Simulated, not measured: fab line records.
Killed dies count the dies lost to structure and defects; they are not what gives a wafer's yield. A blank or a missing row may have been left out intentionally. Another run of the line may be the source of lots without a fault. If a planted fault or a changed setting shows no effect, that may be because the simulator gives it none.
Which tool was responsible? | flow gf180mcu | 11 lots, 31 wafers sampled, at 5 steps of a route of 602

== WHAT EACH GAUGE READ, for each wafer ==
GF_M4_OVL_MEAS_15.
lot  | measured     | on         | M4_OVL (nm)
L283 | day 23 09:56 | overlay-01 | 0 0 7
L288 | day 25 01:44 | overlay-02 | 8 2 3
L289 | day 25 11:56 | overlay-02 | -2 -1 -2
L290 | day 25 20:32 | overlay-01 | -4 -7 -2
L291 | day 26 07:23 | overlay-02 | 9 9 6
L294 | day 27 02:50 | overlay-02 | 5
L296 | day 27 18:03 | overlay-01 | 6 2 2
L297 | day 28 02:41 | overlay-01 | 10 4 1
L302 | day 29 08:56 | overlay-01 | -1 -10 -13
L303 | day 29 14:41 | overlay-01 | 6 0 7
L305 | day 30 06:56 | overlay-01 | -3 2 -1

GF_MIM_RS_MEAS_10: uses a four-point probe to measure.
lot  | measured     | on            | MIM_ALCU_RS (ohm/sq)
L283 | day 24 11:59 | film_metro-04 | 0.1610 0.1598 0.1589
L288 | day 26 02:46 | film_metro-01 | 0.1630 0.1619 0.1621
L289 | day 26 11:53 | film_metro-03 | 0.1594 0.1595 0.1594
L290 | day 26 20:31 | film_metro-04 | 0.1601 0.1583 0.1602
L291 | day 27 07:20 | film_metro-04 | 0.1587 0.1576 0.1584
L294 | day 28 02:20 | film_metro-04 | 0.1758
L296 | day 28 17:32 | film_metro-03 | 0.1596 0.1589 0.1592
L297 | day 29 01:17 | film_metro-01 | 0.1624 0.1604 0.1633
L302 | day 30 07:08 | film_metro-04 | 0.1611 0.1602 0.1613
L303 | day 30 12:03 | film_metro-01 | 0.1621 0.1631 0.1621
L305 | day 31 04:26 | film_metro-04 | 0.1606 0.1618 0.1606

GF_MIM_THK_MEAS_11: measures by xrf.
lot  | measured     | on            | MIM_ALCU_THK (nm)
L283 | day 24 12:05 | film_metro-04 | 200 200 202
L288 | day 26 02:53 | film_metro-01 | 194 195 196
L289 | day 26 11:59 | film_metro-03 | 202 202 201
L290 | day 26 20:38 | film_metro-04 | 200 202 199
L291 | day 27 07:26 | film_metro-04 | 202 203 202
L294 | day 28 02:28 | film_metro-04 | 181
L296 | day 28 17:40 | film_metro-03 | 199 202 201
L297 | day 29 01:25 | film_metro-01 | 195 197 194
L302 | day 30 07:15 | film_metro-04 | 198 202 199
L303 | day 30 12:10 | film_metro-01 | 195 194 194
L305 | day 31 04:32 | film_metro-04 | 199 197 201

== WHAT TOOL EACH LOT RAN ON (gives the tool, then ch and the chambers of the sampled wafers, and finally the start) ==
lot  | GF_MIM_SPUTTER_01            | GF_MIM_SPUTTER_08
L283 | pvd_sputter-02, day 24 11:38 | pvd_sputter-04, day 24 11:54
L288 | pvd_sputter-02, day 26 02:26 | pvd_sputter-01, day 26 02:42
L289 | pvd_sputter-04, day 26 11:32 | pvd_sputter-01, day 26 11:48
L290 | pvd_sputter-04, day 26 20:10 | pvd_sputter-02, day 26 20:26
L291 | pvd_sputter-04, day 27 06:58 | pvd_sputter-02, day 27 07:14
L294 | pvd_sputter-04, day 28 02:01 | pvd_sputter-02, day 28 02:17
L296 | pvd_sputter-02, day 28 17:14 | pvd_sputter-04, day 28 17:29
L297 | pvd_sputter-04, day 29 00:59 | pvd_sputter-01, day 29 01:14
L302 | pvd_sputter-02, day 30 06:49 | pvd_sputter-01, day 30 07:05
L303 | pvd_sputter-04, day 30 11:43 | pvd_sputter-01, day 30 11:59
L305 | pvd_sputter-02, day 31 04:05 | pvd_sputter-04, day 31 04:20
- GF_MIM_SPUTTER_01: material TiN, target thk 30 nm, time 25 s.
- GF_MIM_SPUTTER_08: material AlCu, target thk 200 nm, time 10.6 s.

== AS READ BY THE TOOLS THEMSELVES (means over the sampled wafers that have a number; for cases with no such wafer, the mark the record gives instead) ==
GF_MIM_SPUTTER_01.
lot  | tool           | throttle_valve_pct (%)
L283 | pvd_sputter-02 | 31.0
L288 | pvd_sputter-02 | 29.6
L289 | pvd_sputter-04 | 30.6
L290 | pvd_sputter-04 | 30.5
L291 | pvd_sputter-04 | 30.5
L294 | pvd_sputter-04 | 30.3
L296 | pvd_sputter-02 | 29.5
L297 | pvd_sputter-04 | 30.9
L302 | pvd_sputter-02 | 30.9
L303 | pvd_sputter-04 | 31.1
L305 | pvd_sputter-02 | 29.4

GF_MIM_SPUTTER_08.
lot  | tool           | throttle_valve_pct (%)
L283 | pvd_sputter-04 | 31.3
L288 | pvd_sputter-01 | 29.5
L289 | pvd_sputter-01 | 29.4
L290 | pvd_sputter-02 | 29.6
L291 | pvd_sputter-02 | 29.9
L294 | pvd_sputter-02 | 27.2
L296 | pvd_sputter-04 | 29.9
L297 | pvd_sputter-01 | 29.1
L302 | pvd_sputter-01 | 29.8
L303 | pvd_sputter-01 | 29.2
L305 | pvd_sputter-04 | 31.3

== THE ANSWER, worked out from the rows above alone ==
Rule: the lots themselves supply what counts as usual. The widest of any qualifying gaps counts: lots, ordered by their means at a reading, are off when they make up no more than a third of the lots, leave a main group of 4 or more, and stand apart from it by 3 or more times the standard deviation of that group's means. If all means in a main group match to the digits the tables above print for the reading, that group is not used. Also off: a lot with no number at a reading for which 4 or more lots have one. All remaining lots with rows at the step are treated as sound. Order of review: gauges by route order, followed by the tools' own readings, for which a lot's mean as printed above is used. The first step at which some lot is off is used, and at that step the reading that is off furthest; a lot without a number counts as furthest.
Off: at GF_MIM_RS_MEAS_10 (MIM_ALCU_RS), L294. Main group: mean 0.1605 ohm/sq, sd 0.0014.
A tool fits if, at a process step before that reading, it ran every lot that is off, and no sound lot after the first of them. Gauges at GF_MIM_RS_MEAS_10: tried the same way as those tools. One candidate fits, namely pvd_sputter-02 at GF_MIM_SPUTTER_08. Its last sound lot is L291 (day 27 07:14), its first lot that is off L294 (day 28 02:17): a fault that began between those two fits.

== WHAT THE SIMULATOR PUT IN ==
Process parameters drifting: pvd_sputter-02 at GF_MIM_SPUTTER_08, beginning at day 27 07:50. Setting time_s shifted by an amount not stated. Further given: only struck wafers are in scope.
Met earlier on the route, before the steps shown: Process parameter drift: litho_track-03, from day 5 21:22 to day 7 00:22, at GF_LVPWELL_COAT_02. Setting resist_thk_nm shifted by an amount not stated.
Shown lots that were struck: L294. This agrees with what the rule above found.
